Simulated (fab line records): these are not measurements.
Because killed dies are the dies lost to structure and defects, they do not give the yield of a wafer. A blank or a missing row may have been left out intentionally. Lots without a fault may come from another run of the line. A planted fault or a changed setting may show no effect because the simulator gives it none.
Comparing a struck lot with a sound one + flow sfq-line + 15 steps out of a route of 325
Sound: these wafers, L360.2, L360.5, L360.6. Struck: wafers L372.2, L372.3. (L372.1 of the same lot was not struck and is left out.) The cause comes at the end.
At each step with rows: each side's tool, then ch and its chambers, then its first start. Under that, the readings that differ: sound wafers + struck wafers + difference of the means + sigmas: that difference in standard deviations of wafers without a fault.
alike: same words and numbers on both sides, and readings whose means sit less than 2 such deviations apart. not compared: any withheld reading, any reading some wafer has no value for, any bound like >300 that may hide the same value, and any number with overlapping values for which the record gives no deviation.
The two part at a step that has a row with sigmas, a row that says differs or no value, or rows on one side only. Numbers that have no deviation but don't overlap get no sigmas and don't part them. A reading missing from all wafers of one side parts the sides only when that side holds two or more wafers.

SFQ_TRILAYER_JJ_CE_BARC_OPEN_RIE_150: chemistry O2, target BARC, target depth 240 nm, time 80 s.
  sound on rie-metal-03 ch 0,1, day 49 22:26; struck on rie-metal-03 ch 0,1, day 63 09:06
  alike: bias-w, drypump-motor-current-A, oes-product-au
  not compared: rf-hours-counter-h
SFQ_TRILAYER_JJ_CE_ETCH_RIE_118: chemistry SF6, target Nb, stops on Al2O3, time 97.7 s, target depth 170 nm.
  sound on rie-metal-03 ch 0,1, day 49 22:32; struck on rie-metal-03 ch 0,1, day 63 09:11
  alike: bias-w, drypump-motor-current-A, oes-product-au
  not compared: rf-hours-counter-h
after that, 1 step had no rows for these wafers: SFQ_TRILAYER_JJ_ANODIZE_ANODIZE_119.
SFQ_TRILAYER_JJ_CE_STRIP_STRIP_120: strips in O2.
  sound on rie-metal-02 ch 1, day 49 23:20; struck on rie-metal-01 ch 0,1, day 63 09:47
  alike: drypump-motor-current-A, oes-product-au
  not compared: rf-hours-counter-h
then, 7 steps without rows for these wafers: SFQ_TRILAYER_JJ_CE_STRIP_SOLV_CLEAN_121 (cleans in NMP, time 600 s); SFQ_TRILAYER_M5_LITHO_COAT_128 (resist thk 62 nm); SFQ_TRILAYER_M5_LITHO_COAT_123 (resist thk 600 nm); SFQ_TRILAYER_M5_LITHO_SOFTBAKE_127; SFQ_TRILAYER_M5_LITHO_EXPOSE_124 (exposes mask M5, target cd 700 nm); SFQ_TRILAYER_M5_LITHO_PEB_126 (peb time 60 s); SFQ_TRILAYER_M5_LITHO_DEVELOP_125 (time 60 s).
SFQ_M5_OVL_MEAS_932:
  struck on overlay-02, day 63 19:37; sound on overlay-02, day 50 02:47
  alike: M5_OVL
SFQ_TRILAYER_M5_BARC_OPEN_METAL_ETCH_161: etches BARC in O2, target depth 125 nm, time 41.7 s.
  sound on rie-metal-03 ch 0,1, day 50 02:49; struck on rie-metal-04 ch 1, day 63 19:38
| reading                                             | sound             | struck      | difference | sigmas |
|-----------------------------------------------------|-------------------|-------------|------------|--------|
| drypump-motor-current-A (A)                         | 6.3 6.4 6.3       | 5.0 5.1     | -1.3       | -2     |
| oes-product-au (a.u.)                               | 0.690 0.687 0.689 | 0.609 0.619 | -0.075     | -17    |
| run-length-s (s)                                    | 69.2 69.0 69.4    | 81.8 81.7   | +12.5      | +26    |
| model.KrF_of_TRILAYER_M5_LITHO_COAT_123.thk-nm (nm) | 522.7 523.7 521.4 | 512.4 514.4 | -9.2       |        |
  alike: bias-w
  not compared: rf-hours-counter-h
SFQ_TRILAYER_M5_ETCH_METAL_ETCH_126: etches Nb in Cl2/BCl3, stops on SiO2, time 203.2 s, target depth 265 nm.
  sound on rie-metal-03 ch 0,1, day 50 02:52; struck on rie-metal-04 ch 1, day 63 19:46
| reading                                             | sound             | struck    | difference | sigmas |
|-----------------------------------------------------|-------------------|-----------|------------|--------|
| drypump-motor-current-A (A)                         | 6.3 6.5 6.3       | 5.0 5.0   | -1.4       | -3     |
| model.KrF_of_TRILAYER_M5_LITHO_COAT_123.thk-nm (nm) | 373.8 371.7 372.3 | 362.9 365 | -8.7       |        |
  alike: bias-w, oes-product-au, run-length-s
  not compared: rf-hours-counter-h
SFQ_TRILAYER_M5_STRIP_STRIP_127: strips in O2.
  sound on rie-metal-03 ch 0,1, day 50 03:04; struck on rie-metal-04 ch 1, day 63 20:09
| reading                     | sound             | struck      | difference | sigmas |
|-----------------------------|-------------------|-------------|------------|--------|
| drypump-motor-current-A (A) | 6.3 6.4 6.3       | 5.0 5.0     | -1.3       | -3     |
| oes-product-au (a.u.)       | 0.999 1.001 1.006 | 0.978 0.978 | -0.024     | -3     |
  not compared: rf-hours-counter-h

## WHERE THEY PART
First at SFQ_TRILAYER_M5_BARC_OPEN_METAL_ETCH_161; last, within this record, at SFQ_TRILAYER_M5_STRIP_STRIP_127.

WHY: what had been put in by the simulator
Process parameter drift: rie-metal-04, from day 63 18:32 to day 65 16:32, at SFQ_TRILAYER_M5_BARC_OPEN_METAL_ETCH_161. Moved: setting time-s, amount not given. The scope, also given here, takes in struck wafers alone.
